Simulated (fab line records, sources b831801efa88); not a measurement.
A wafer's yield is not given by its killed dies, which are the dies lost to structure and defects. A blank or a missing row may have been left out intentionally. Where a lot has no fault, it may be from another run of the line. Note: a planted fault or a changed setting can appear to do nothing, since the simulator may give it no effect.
A struck lot beside a sound one    flow gf180mcu    24 out of 602 route steps
Sound: these wafers, L324.1, L324.5, L324.6. Struck: wafers L322.4, L322.5. The cause is named last.
At each step with rows: each side's tool, then ch and its chambers, then its first start. Under that, the readings that differ: sound wafers    struck wafers    difference of the means    sigmas: that difference in standard deviations of wafers without a fault.
alike: readings with means less than 2 such deviations apart, plus words and numbers identical on both sides. not compared: withheld readings, readings lacking a value on some wafer, bounds such as >300 that could conceal the same value, and numbers that have no deviation in the record and whose values overlap.
A row with sigmas, a row that says differs or no value, or rows on one side alone: a step with any of these is where the two part. Numbers that don't overlap but have no deviation are shown without sigmas and don't part them. A reading missing from all wafers of one side parts the sides only when that side holds two or more wafers.

GF_PSD_OVL_MEAS_08:
  sound: overlay-02 at day 22 06:00; struck: overlay-02 at day 21 06:22
  alike: PSD_OVL
following that, these wafers have no rows for 1 step: GF_PSD_IMPLANT_09.
GF_PSD_STRIP_10: strips in O2/N2.
  sound on plasma asher-02 ch 0,1, day 22 06:11; struck on plasma asher-04 ch 0, day 21 06:34
  alike: drypump motor current A, heater power w, oes product au, strip time to endpoint s
  not compared: rf hours counter h
GF_PSD_TW_MEAS_11:
  sound: film metro-01 at day 22 06:17; struck: film metro-01 at day 21 06:40
  alike: PSD_TW
then, 1 step without rows for these wafers: GF_PSD_CLEAN_12 (cleans in SC1/SC2, time 150 s).
GF_PSD_RTA_13: time 20 s.
  sound on rtp anneal-01 ch 0, day 22 06:23; struck on rtp anneal-01 ch 0, day 21 06:47
  alike: lamp power pct, wafer_temp_C_max
GF_PSD_RS_MEAS_14: measurement is done with a four-point probe.
  sound: film metro-01 at day 22 06:29; struck: film metro-02 at day 21 06:53
  alike: NSD_RS
GF_PSD_RS_MEAS_15: measurement is done with a four-point probe.
  sound: film metro-01 at day 22 06:36; struck: film metro-02 at day 21 07:01
  alike: PSD_RS
GF_SAB_CVD_00: deposits SiO2 from TEOS, target thk 50 nm, time 4.9302 s.
  sound on pecvd-04 ch 0,2, day 22 06:43; struck on pecvd-03 ch 0,2, day 21 07:05
  alike: heater power w
  not compared: since wet clean h
GF_SAB_THK_MEAS_01:
  sound: film metro-03 at day 22 06:44; struck: film metro-03 at day 21 07:07
  alike: SAB_CVD_00_THK
then, 2 steps without rows for these wafers: GF_SAB_DEHYDRATE_02 (time 60 s); GF_SAB_HMDS_03 (prime time 60 s).
GF_SAB_COAT_04: resist thk 1000 nm.
  sound on litho track-04 ch 0, day 22 17:07; struck on litho track-03 ch 0, day 21 18:11
reading                                   sound              struck     difference  sigmas
model.NOVOLAK_of_SAB_COAT_04.thk nm (nm)  998.6 997.8 997.3  1020 1022  +23         
then, 4 steps without rows for these wafers: GF_SAB_SOFTBAKE_05 (time 60 s); GF_SAB_EXPOSE_06 (exposes mask SAB, target cd 420 nm); GF_SAB_PEB_07; GF_SAB_DEVELOP_08 (develop time 60 s).
GF_SAB_CD_MEAS_09: target cd 420 nm.
  sound: cd sem-01 at day 23 03:59; struck: cd sem-01 at day 22 06:16
  alike: cd nm
GF_SAB_OVL_MEAS_10:
  sound: overlay-01 at day 23 04:06; struck: overlay-01 at day 22 06:21
  alike: SAB_OVL
GF_SAB_ETCH_11: etches SiO2 in C4F8/O2/Ar, target depth 55 nm, time 8.5 s.
  sound on rie diel-01 ch 0,3, day 23 04:08; struck on rie diel-04 ch 0,3, day 22 06:22
reading                                   sound              struck     difference  sigmas
model.NOVOLAK_of_SAB_COAT_04.thk nm (nm)  987.1 986.3 985.8  1009 1011  +24         
  alike: oes product au
  not compared: rf hours counter h
then, 1 step without rows for these wafers: GF_SAB_WET_ETCH_12 (etches SiO2 in dHF, target depth 22 nm, time 440 s).
GF_SAB_STRIP_13: strips in O2/N2.
  sound on plasma asher-04 ch 0,1, day 23 04:19; struck on plasma asher-01 ch 0,1, day 22 06:34
reading                       sound              struck       difference  sigmas
strip time to endpoint s (s)  12.60 12.58 12.57  12.76 12.80  +0.20       +6
  alike: drypump motor current A, heater power w, oes product au
  not compared: rf hours counter h
then, 1 step without rows for these wafers: GF_SALICIDE_CLEAN_00 (cleans in SC1/SC2, time 150 s).
-- the record jumps here: 12 days lie between the struck wafers' starts before and after (it left off in module SALICIDE and takes up again in module PASSIVATION, whose first step shown is number 602 of the route) --
GF_PASSIVATION_PROBE_99:
  rows exist in the record for the struck wafers here (prober-01, day 34 07:40), but not for the sound ones

WHERE THEY PART
First at GF_SAB_STRIP_13; last, within this record, at GF_PASSIVATION_PROBE_99.

WHY: the cause the simulator had injected
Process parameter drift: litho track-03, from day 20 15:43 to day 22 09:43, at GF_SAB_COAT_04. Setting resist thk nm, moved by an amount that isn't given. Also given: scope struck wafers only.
